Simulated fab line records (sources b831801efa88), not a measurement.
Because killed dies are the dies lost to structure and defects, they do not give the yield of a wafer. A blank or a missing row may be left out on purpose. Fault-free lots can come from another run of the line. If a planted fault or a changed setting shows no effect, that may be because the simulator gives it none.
The tool behind it: which one? + flow sky130 + 13 lots with 39 wafers sampled at 4 steps, on a route of 708 steps

== WHAT THE GAUGES SHOWED, per wafer ==
SKY_RES_XHIGH_TW_MEAS_09.
| lot  | measured     | on           | RES_XHIGH_TW   |
|------|--------------|--------------|----------------|
| L488 | day 27 04:08 | filmMetro-03 | 1625 1616 1626 |
| L489 | day 27 14:40 | filmMetro-01 | 1641 1642 1639 |
| L490 | day 27 16:13 | filmMetro-03 | 1623 1630 1622 |
| L491 | day 28 00:29 | filmMetro-02 | 1633 1625 1639 |
| L492 | day 29 17:37 | filmMetro-01 | 1649 1639 1643 |
| L494 | day 29 20:44 | filmMetro-01 | 1644 1637 1640 |
| L493 | day 29 21:41 | filmMetro-03 | 1611 1609 1617 |
| L497 | day 31 04:25 | filmMetro-01 | 1643 1639 1640 |
| L496 | day 31 05:53 | filmMetro-01 | 1631 1642 1635 |
| L498 | day 32 07:32 | filmMetro-02 | 1635 1639 1625 |
| L500 | day 32 09:22 | filmMetro-02 | 1632 1638 1646 |
| L505 | day 33 06:08 | filmMetro-03 | 1628 1639 1640 |
| L509 | day 33 23:22 | filmMetro-01 | 30 30 30       |

SKY_CONTACT_RS_MEAS_25: uses a four-point probe to measure.
| lot  | measured     | on           | CONTACT_W_RS (ohm/sq) |
|------|--------------|--------------|-----------------------|
| L488 | day 32 01:50 | filmMetro-01 | 0.345 0.335 0.339     |
| L489 | day 32 12:19 | filmMetro-04 | 0.333 0.342 0.344     |
| L490 | day 32 13:53 | filmMetro-03 | 0.338 0.341 0.338     |
| L491 | day 32 21:10 | filmMetro-04 | 0.335 0.343 0.343     |
| L492 | day 34 11:23 | filmMetro-04 | 0.337 0.338 0.336     |
| L494 | day 34 13:49 | filmMetro-01 | 0.335 0.338 0.338     |
| L493 | day 34 16:25 | filmMetro-01 | 0.328 0.330 0.332     |
| L497 | day 35 20:50 | filmMetro-01 | 0.339 0.343 0.338     |
| L496 | day 35 22:37 | filmMetro-03 | 0.342 0.345 0.341     |
| L498 | day 36 22:52 | filmMetro-01 | 0.328 0.339 0.337     |
| L500 | day 37 01:04 | filmMetro-04 | 0.333 0.326 0.341     |
| L505 | day 37 20:51 | filmMetro-04 | 0.327 0.329 0.331     |
| L509 | day 38 15:13 | filmMetro-01 | 0.335 0.334 0.334     |

== EACH LOT AND THE TOOL THAT RAN IT (in order: tool; ch and the chambers of the sampled wafers; start) ==
| lot  | SKY_SD_P_STRIP_10                   | SKY_RES_XHIGH_STRIP_08              |
|------|-------------------------------------|-------------------------------------|
| L488 | plasmaAsher-01 ch 0, day 25 21:54   | plasmaAsher-01 ch 0,1, day 27 04:02 |
| L489 | plasmaAsher-04 ch 0,1, day 26 09:04 | plasmaAsher-03 ch 0,1, day 27 14:34 |
| L490 | plasmaAsher-04 ch 0, day 26 11:19   | plasmaAsher-03 ch 0,1, day 27 16:07 |
| L491 | plasmaAsher-03 ch 0,1, day 26 19:21 | plasmaAsher-01 ch 1, day 28 00:23   |
| L492 | plasmaAsher-01 ch 0,1, day 28 13:22 | plasmaAsher-01 ch 0,1, day 29 17:31 |
| L494 | plasmaAsher-03 ch 0,1, day 28 16:58 | plasmaAsher-03 ch 0,1, day 29 20:38 |
| L493 | plasmaAsher-01 ch 0,1, day 28 17:26 | plasmaAsher-03 ch 0,1, day 29 21:35 |
| L497 | plasmaAsher-03 ch 0,1, day 30 00:10 | plasmaAsher-02 ch 0,1, day 31 04:19 |
| L496 | plasmaAsher-04 ch 0,1, day 30 01:48 | plasmaAsher-02 ch 0,1, day 31 05:47 |
| L498 | plasmaAsher-04 ch 0,1, day 31 04:22 | plasmaAsher-03 ch 0,1, day 32 07:26 |
| L500 | plasmaAsher-04 ch 0,1, day 31 06:06 | plasmaAsher-03 ch 0,1, day 32 09:16 |
| L505 | plasmaAsher-01 ch 0,1, day 32 02:46 | plasmaAsher-01 ch 0,1, day 33 06:01 |
| L509 | plasmaAsher-04 ch 0,1, day 32 19:46 | plasmaAsher-02 ch 0,1, day 33 23:16 |
- SKY_SD_P_STRIP_10: strips in O2/N2.
- SKY_RES_XHIGH_STRIP_08: strips in O2/N2.

== AS READ BY THE TOOLS THEMSELVES (means over the sampled wafers that have a number; for cases with no such wafer, the mark the record gives instead) ==
SKY_SD_P_STRIP_10.
| lot  | tool           | drypumpMotorCurrentA (A) | oesProductAu (a.u.) | stripTimeToEndpointS (s) |
|------|----------------|--------------------------|---------------------|--------------------------|
| L488 | plasmaAsher-01 | 5.0                      | 0.620               | 17.40                    |
| L489 | plasmaAsher-04 | 5.4                      | 0.618               | 17.47                    |
| L490 | plasmaAsher-04 | 5.8                      | 0.618               | 17.47                    |
| L491 | plasmaAsher-03 | 5.5                      | 0.620               | 17.48                    |
| L492 | plasmaAsher-01 | 5.4                      | 0.618               | 17.52                    |
| L494 | plasmaAsher-03 | 5.6                      | 0.622               | 17.45                    |
| L493 | plasmaAsher-01 | 5.2                      | 0.617               | 17.49                    |
| L497 | plasmaAsher-03 | 5.9                      | 0.619               | 17.43                    |
| L496 | plasmaAsher-04 | 5.5                      | 0.622               | 17.40                    |
| L498 | plasmaAsher-04 | 5.6                      | 0.618               | 17.45                    |
| L500 | plasmaAsher-04 | 5.6                      | 0.613               | 17.47                    |
| L505 | plasmaAsher-01 | 5.2                      | 0.618               | 17.44                    |
| L509 | plasmaAsher-04 | 5.4                      | 0.636               | -                        |

SKY_RES_XHIGH_STRIP_08.
| lot  | tool           | drypumpMotorCurrentA (A) | oesProductAu (a.u.) | stripTimeToEndpointS (s) |
|------|----------------|--------------------------|---------------------|--------------------------|
| L488 | plasmaAsher-01 | 5.4                      | 0.716               | 14.28                    |
| L489 | plasmaAsher-03 | 5.6                      | 0.716               | 14.31                    |
| L490 | plasmaAsher-03 | 5.6                      | 0.715               | 14.26                    |
| L491 | plasmaAsher-01 | 5.7                      | 0.714               | 14.26                    |
| L492 | plasmaAsher-01 | 5.5                      | 0.712               | 14.38                    |
| L494 | plasmaAsher-03 | 5.9                      | 0.707               | 14.27                    |
| L493 | plasmaAsher-03 | 5.6                      | 0.710               | 14.34                    |
| L497 | plasmaAsher-02 | 5.8                      | 0.713               | 14.24                    |
| L496 | plasmaAsher-02 | 5.8                      | 0.708               | 14.32                    |
| L498 | plasmaAsher-03 | 5.6                      | 0.709               | 14.32                    |
| L500 | plasmaAsher-03 | 5.9                      | 0.709               | 14.33                    |
| L505 | plasmaAsher-01 | 5.4                      | 0.713               | 14.32                    |
| L509 | plasmaAsher-02 | 5.8                      | 0.712               | 23.24                    |

== THE ANSWER, worked out from the rows above alone ==
Rule: what is usual is taken from the lots themselves. Put in order of their means at a reading, lots are off if they are a third of the lots or fewer, leave a main group of 4 or more, and stand apart from it by a gap of 3 or more times the standard deviation of the main group's means; of several such gaps the widest counts. A main group whose means are all the same, to the digits that the tables above print for the reading, isn't used. Also off: a lot with no number at a reading for which 4 or more lots have one. Where the step has rows for the other lots, those lots are counted as sound. After the gauges, taken in route order, come the tools' own readings; for these a lot's mean is taken, as printed above. The first step at which some lot is off is used, and at that step the reading that is off furthest; a lot without a number counts as furthest.
Off: L509, seen at SKY_RES_XHIGH_TW_MEAS_09 (RES_XHIGH_TW). For the main group the mean is 1633 and the standard deviation 8.8.
If a tool, at a process step before that reading, ran all the lots that are off and no sound lot after the first of them, it fits. The gauges at SKY_RES_XHIGH_TW_MEAS_09 aren't tried: what is off there is off at SKY_SD_P_STRIP_10 too, on other tools, and a gauge's error can't cause that. Undecided on this evidence; 2 tools fit (plasmaAsher-04 at SKY_SD_P_STRIP_10, plasmaAsher-02 at SKY_RES_XHIGH_STRIP_08).

== WHAT THE SIMULATOR PUT IN ==
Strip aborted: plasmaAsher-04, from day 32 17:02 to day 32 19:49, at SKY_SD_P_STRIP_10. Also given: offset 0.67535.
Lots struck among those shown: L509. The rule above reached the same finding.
